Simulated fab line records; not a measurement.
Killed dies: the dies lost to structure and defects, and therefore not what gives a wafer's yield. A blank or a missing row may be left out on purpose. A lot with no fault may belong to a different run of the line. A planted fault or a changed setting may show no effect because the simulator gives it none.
A struck lot beside a sound one :: flow gf180mcu :: 15 steps out of a route of 602
Sound: the wafers L759.1, L759.2, L759.3. Struck: wafers L748.3, L748.6 (left out: L748.5, a lot-mate that was not struck); the cause follows at the end.
Order at every step that has rows: each side's tool, ch and its chambers, its first start. Under that, the readings that differ: sound wafers :: struck wafers :: difference of the means :: sigmas: that difference in standard deviations of wafers without a fault.
alike: same words and numbers on both sides, and readings whose means sit less than 2 such deviations apart. not compared: any withheld reading, any reading some wafer has no value for, any bound like >300 that may hide the same value, and any number with overlapping values for which the record gives no deviation.
A row with sigmas, a row that says differs or no value, or rows on one side alone: a step with any of these is where the two part. Numbers that have no deviation but don't overlap get no sigmas and don't part them. Lack of a reading on every wafer of one side parts them only where that side has two or more wafers.

GF_PSD_RS_MEAS_15: uses a four-point probe to measure.
  sound on filmMetro-04 at day 19 15:13; struck on filmMetro-04 at day 15 12:11
  alike: PSD_RS
GF_SAB_CVD_00: deposits SiO2 from TEOS, target thk 50 nm, time 4.9302 s.
  sound on pecvd-02 ch 0,1,2, day 19 15:20; struck on pecvd-01 ch 1, day 15 12:16
  alike: heaterPowerW
GF_SAB_THK_MEAS_01:
  sound on filmMetro-02 at day 19 15:21; struck on filmMetro-02 at day 15 12:19
  alike: SAB_CVD_00_THK
then, 7 steps without rows for these wafers: GF_SAB_DEHYDRATE_02 (time 60 s); GF_SAB_HMDS_03 (prime time 60 s); GF_SAB_COAT_04 (resist thk 1000 nm); GF_SAB_SOFTBAKE_05 (time 60 s); GF_SAB_EXPOSE_06 (exposes mask SAB, target cd 420 nm); GF_SAB_PEB_07; GF_SAB_DEVELOP_08 (develop time 60 s).
GF_SAB_CD_MEAS_09: target cd 420 nm.
  sound on cdSem-02 at day 20 14:18; struck on cdSem-01 at day 16 09:29
  alike: cdNm
GF_SAB_OVL_MEAS_10:
  sound on overlay-02 at day 20 14:25; struck on overlay-02 at day 16 09:35
reading: SAB_OVL (nm)
sound: 1.3 2.5 0.5
struck: -1.3 -0.2
difference: -2.2
sigmas: -2
GF_SAB_ETCH_11: etches SiO2 in C4F8/O2/Ar, target depth 55 nm, time 8.5 s.
  sound on rieDiel-04 ch 0,1,3, day 20 14:28; struck on rieDiel-02 ch 0,1, day 16 09:36
reading: model.etch.depthNm (nm)
sound: 55.72 53.21 55.25
struck: 49.76 51.58
difference: -4.06
sigmas: 

reading: model.SAB.featureDepthNm (nm)
sound: 55.72 53.21 55.25
struck: 49.76 51.58
difference: -4.06
sigmas: 
  alike: oesProductAu
  not compared: rfHoursCounterH
then, 1 step without rows for these wafers: GF_SAB_WET_ETCH_12 (etches SiO2 in dHF, target depth 22 nm, time 440 s).
-- the record jumps here: 14 days lie between the struck wafers' starts before and after (it left off in module SAB and takes up again in module PASSIVATION, whose first step shown is number 602 of the route) --
GF_PASSIVATION_PROBE_99:
  rows exist in the record for the struck wafers here (prober-02, day 30 02:02), but not for the sound ones

== WHERE THEY PART ==
At GF_SAB_OVL_MEAS_10 first; at GF_PASSIVATION_PROBE_99 last (within this record only).

WHY: what had been put in by the simulator
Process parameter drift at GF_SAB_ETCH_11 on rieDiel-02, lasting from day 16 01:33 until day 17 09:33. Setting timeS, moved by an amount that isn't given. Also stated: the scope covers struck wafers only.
